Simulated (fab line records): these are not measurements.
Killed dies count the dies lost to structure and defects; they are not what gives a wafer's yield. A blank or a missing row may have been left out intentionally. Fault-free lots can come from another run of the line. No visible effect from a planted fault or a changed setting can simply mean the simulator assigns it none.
Chamber matching | flow gf180mcu | cmp-02 running GF_V3_CMP_26: 4 sister chambers
The step polishes, stops on SiO2, t overpolish 15 s, target thk 0 nm. 7 wafers are shown with their chamber, then 8 later ones without.

EACH WAFER AND ITS CHAMBER
wafer  | chamber | motor_current_A (A) | time_to_endpoint_s (s)
L230.3 | 3       | 11.7                | 85
L234.5 | 1       | 12.2                | 86
L234.6 | 2       | 10.9                | 94
L243.1 | 3       | 11.9                | 86
L243.5 | 0       | 8.8                 | 85
L243.6 | 1       | 11.6                | 85
L244.2 | 0       | 8.6                 | 84

WAFERS WITH NO CHAMBER GIVEN
wafer  | motor_current_A (A) | time_to_endpoint_s (s)
L244.4 | 11.4                | 78
L244.6 | 12.1                | 82
L245.1 | 8.7                 | 87
L245.2 | 12.0                | 88
L245.6 | 12.0                | 85
L247.2 | 11.9                | 82
L247.3 | 10.8                | 88
L247.4 | 8.8                 | 86

EACH ONE'S CHAMBER
wafer  | from the rows above     | in truth
L244.4 | can't be placed: 3 or 1 | 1
L244.6 | can't be placed: 1 or 3 | 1
L245.1 | 0                       | 0
L245.2 | can't be placed: 1 or 3 | 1
L245.6 | can't be placed: 1 or 3 | 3
L247.2 | can't be placed: 1 or 3 | 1
L247.3 | can't be placed: 3 or 1 | 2
L247.4 | 0                       | 0
Placed correctly: 2 of 8. Cannot be placed on the basis of these rows: 6; the candidates contain the true chamber in 5. Wrongly placed: 0.
How it was worked out, from the rows above alone: a wafer's distance from a chamber is the root of the sum, over the readings, of the square of ((its reading less the chamber's mean) divided by the reading's scatter). If the next closest chamber is less than 2 further off than the closest, the wafer can't be placed; otherwise it belongs to the closest. For every chamber, the mean is computed from those of its wafers that are shown. The scatter: the root of (the sum of the squares of (reading less its chamber's mean) over the shown wafers, divided by (wafers less chambers)).
